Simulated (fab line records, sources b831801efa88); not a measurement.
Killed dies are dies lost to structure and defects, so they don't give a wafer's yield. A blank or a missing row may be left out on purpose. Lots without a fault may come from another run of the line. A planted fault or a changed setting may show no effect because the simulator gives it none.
Which tool did it? | flow gf180mcu | 6 lots, 18 wafers sampled, at 2 steps of a route of 602

WHAT THE GAUGES READ, wafer by wafer
GF_POLY_GATE_CD_MEAS_10: target cd 280 nm.
lot  | measured     | on        | cd_nm (nm)
L572 | day 9 21:22  | cd_sem-01 | 279.9 279.1 278.5
L576 | day 10 22:18 | cd_sem-01 | 281.0 280.0 281.2
L579 | day 11 13:13 | cd_sem-02 | 279.2 280.2 280.6
L582 | day 12 14:50 | cd_sem-01 | 279.8 279.6 280.1
L589 | day 14 08:19 | cd_sem-02 | 281.6 281.3 282.0
L591 | day 15 03:24 | cd_sem-02 | 281.1 280.4 280.1

WHICH TOOL RAN EACH LOT (tool, then ch and the chambers of the sampled wafers, then the start)
lot  | GF_VT_IMPLANT_STRIP_09
L572 | plasma_asher-01 ch 0,1, day 6 01:21
L576 | plasma_asher-04 ch 0,1, day 7 01:20
L579 | plasma_asher-04 ch 0,1, day 7 16:44
L582 | plasma_asher-04 ch 0,1, day 8 13:07
L589 | plasma_asher-04 ch 0,1, day 10 01:31
L591 | plasma_asher-01 ch 0,1, day 10 15:20
- GF_VT_IMPLANT_STRIP_09: strips in O2/N2.

THE ANSWER, worked out from the rows above alone
Rule: what is usual is taken from the lots themselves. Put in order of their means at a reading, lots are off if they are a third of the lots or fewer, leave a main group of 4 or more, and stand apart from it by a gap of 3 or more times the standard deviation of the main group's means; of several such gaps the widest counts. A main group whose means are all the same, to the digits that the tables above print for the reading, isn't used. A lot without any number at a reading at which 4 lots or more have one is off too. The other lots that the step has rows for count as sound.
No lot is off at any reading shown: from this, nothing can be told.

WHAT THE SIMULATOR HAD PUT IN
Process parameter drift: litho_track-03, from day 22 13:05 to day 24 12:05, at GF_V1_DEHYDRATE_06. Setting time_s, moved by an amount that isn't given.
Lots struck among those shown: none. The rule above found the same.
